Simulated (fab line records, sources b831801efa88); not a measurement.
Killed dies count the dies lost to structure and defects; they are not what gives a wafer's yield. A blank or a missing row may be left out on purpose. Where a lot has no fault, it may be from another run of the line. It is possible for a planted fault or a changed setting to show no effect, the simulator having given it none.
Which tool is to blame?    flow sky130    14 lots with 42 wafers sampled at 4 steps, on a route of 708 steps

== WHAT THE GAUGES SHOWED, per wafer ==
SKY_VT_ADJUST_LVTN_OVL_MEAS_07.
lot   measured      on          VT_ADJUST_LVTN_OVL (nm)
L534  day 6 20:55   overlay-02  0.9 -0.2 0.7
L535  day 7 07:01   overlay-01  1.2 -1.4 0.7
L536  day 7 11:37   overlay-01  -1.4 -0.4 -0.5
L537  day 7 18:04   overlay-02  -0.4 0.5 -1.2
L538  day 8 02:32   overlay-01  -2.5 -0.2 -1.3
L539  day 8 14:58   overlay-01  1.2 1.3 0.9
L540  day 8 18:39   overlay-02  -0.8 -0.7 -1.0
L547  day 10 10:42  overlay-02  2.5 4.5 2.0
L548  day 10 15:55  overlay-02  3.2 3.1 1.5
L553  day 11 23:30  overlay-01  0.0 -0.1 -1.4
L554  day 12 03:16  overlay-01  -0.5 2.0 0.2
L555  day 12 13:04  overlay-02  2.0 1.5 1.9
L556  day 12 18:18  overlay-01  -2.1 -0.2 -0.7
L557  day 13 02:10  overlay-01  1.6 3.3 2.7

SKY_SONOS_ONO_OVL_MEAS_14.
lot   measured      on          SONOS_ONO_OVL (nm)
L534  day 12 11:56  overlay-01  2.5 1.2 1.0
L535  day 12 23:35  overlay-02  0.0 1.1 0.7
L536  day 13 07:46  overlay-01  0.2 -0.5 0.6
L537  day 13 16:23  overlay-01  -1.4 -1.7 -1.0
L538  day 14 00:30  overlay-01  1.8 0.7 -0.1
L539  day 14 15:35  overlay-02  3.5 1.5 3.6
L540  day 14 21:56  overlay-01  -0.8 -1.9 0.4
L547  day 17 02:29  overlay-02  1.2 1.5 1.1
L548  day 17 09:41  overlay-01  -0.1 1.3 0.0
L553  day 19 03:56  overlay-02  1.3 0.4 1.1
L554  day 19 08:56  overlay-02  2.0 2.4 1.9
L555  day 19 20:50  overlay-02  0.4 -0.7 1.1
L556  day 20 02:32  overlay-02  -2.7 -1.5 -1.7
L557  day 20 13:18  overlay-02  -0.2 -0.5 0.3

== EACH LOT AND THE TOOL THAT RAN IT (in order: tool; ch and the chambers of the sampled wafers; start) ==
lot   SKY_NWELL_EXPOSE_20                  SKY_VT_ADJUST_PCH_STRIP_09
L534  iline stepper-01 ch 0, day 4 20:40   plasma asher-04 ch 0,1, day 10 08:25
L535  iline stepper-01 ch 0, day 5 06:21   plasma asher-04 ch 0,1, day 10 20:05
L536  iline stepper-02 ch 0, day 5 10:52   plasma asher-04 ch 0,1, day 11 02:03
L537  iline stepper-01 ch 0, day 5 15:58   plasma asher-04 ch 1, day 11 08:59
L538  iline stepper-02 ch 0, day 5 23:42   plasma asher-01 ch 0,1, day 11 17:48
L539  iline stepper-01 ch 0, day 6 10:27   plasma asher-01 ch 1, day 12 08:05
L540  iline stepper-02 ch 0, day 6 14:02   plasma asher-01 ch 0,1, day 12 10:44
L547  iline stepper-01, day 8 05:34        plasma asher-03 ch 0,1, day 14 12:14
L548  iline stepper-01, day 8 09:45        plasma asher-01 ch 0,1, day 14 19:17
L553  iline stepper-02 ch 0, day 9 15:02   plasma asher-04 ch 0,1, day 16 08:47
L554  iline stepper-01 ch 0, day 9 19:14   plasma asher-01 ch 0,1, day 16 14:07
L555  iline stepper-02 ch 0, day 10 02:45  plasma asher-04 ch 0,1, day 17 01:35
L556  iline stepper-02 ch 0, day 10 07:25  plasma asher-01 ch 0,1, day 17 06:38
L557  iline stepper-02 ch 0, day 10 14:10  plasma asher-01 ch 0,1, day 17 18:05
- SKY_NWELL_EXPOSE_20: exposes mask NWM COMPLEMENT, target cd 840 nm.
- SKY_VT_ADJUST_PCH_STRIP_09: strips in O2/N2.

== WHAT THE TOOLS THEMSELVES READ (means of the sampled wafers that have a number; where no wafer has one, the mark that the record gives instead) ==
SKY_NWELL_EXPOSE_20.
lot   tool              exposure dose mJ cm2  focus offset nm (nm)  reticle temp C (C)
L534  iline stepper-01  259.97                -0.2                  22.91
L535  iline stepper-01  260.17                -0.3                  23.17
L536  iline stepper-02  259.63                0.1                   22.86
L537  iline stepper-01  259.96                1.1                   23.05
L538  iline stepper-02  260.16                -0.5                  22.98
L539  iline stepper-01  259.79                -0.5                  23.03
L540  iline stepper-02  259.99                0.4                   22.83
L547  iline stepper-01  -                     -                     -
L548  iline stepper-01  -                     -                     -
L553  iline stepper-02  259.99                0.7                   22.90
L554  iline stepper-01  260.06                -0.1                  23.07
L555  iline stepper-02  259.82                -0.2                  22.96
L556  iline stepper-02  260.26                -0.5                  22.95
L557  iline stepper-02  259.68                -0.2                  23.10

SKY_VT_ADJUST_PCH_STRIP_09.
lot   tool             drypump motor current A (A)  oes product au (a.u.)  strip time to endpoint s (s)
L534  plasma asher-04  5.8                          0.724                  36.97
L535  plasma asher-04  5.8                          0.723                  36.96
L536  plasma asher-04  5.8                          0.726                  36.88
L537  plasma asher-04  5.9                          0.723                  36.80
L538  plasma asher-01  6.1                          0.722                  36.95
L539  plasma asher-01  5.6                          0.719                  36.81
L540  plasma asher-01  6.1                          0.727                  37.10
L547  plasma asher-03  5.4                          0.721                  36.92
L548  plasma asher-01  5.8                          0.720                  36.77
L553  plasma asher-04  5.8                          0.721                  36.96
L554  plasma asher-01  5.8                          0.720                  36.83
L555  plasma asher-04  5.7                          0.722                  36.69
L556  plasma asher-01  6.1                          0.724                  36.79
L557  plasma asher-01  6.1                          0.722                  36.96

== THE ANSWER, worked out from the rows above alone ==
Rule: what is usual is taken from the lots themselves. The widest of any qualifying gaps counts: lots, ordered by their means at a reading, are off when they make up no more than a third of the lots, leave a main group of 4 or more, and stand apart from it by 3 or more times the standard deviation of that group's means. The tables above print the reading to a certain number of digits; a main group whose means all agree to those digits is not used. Also off: a lot with no number at a reading for which 4 or more lots have one. The other lots that the step has rows for count as sound. Order of review: gauges by route order, followed by the tools' own readings, for which a lot's mean as printed above is used. At the first step where some lot is off, the reading lying furthest off is the one used; lots without a number count as furthest.
Off, at SKY_NWELL_EXPOSE_20 on exposure dose mJ cm2: L547, L548. Without a number there: L547, L548. Main group: mean 259.96, sd 0.19.
If a tool, at that step or one of the process steps before it, ran each lot that is off and ran no sound lot following the first of them, it fits. Not one of the candidates tried fits.

== WHAT WAS PUT IN BY THE SIMULATOR ==
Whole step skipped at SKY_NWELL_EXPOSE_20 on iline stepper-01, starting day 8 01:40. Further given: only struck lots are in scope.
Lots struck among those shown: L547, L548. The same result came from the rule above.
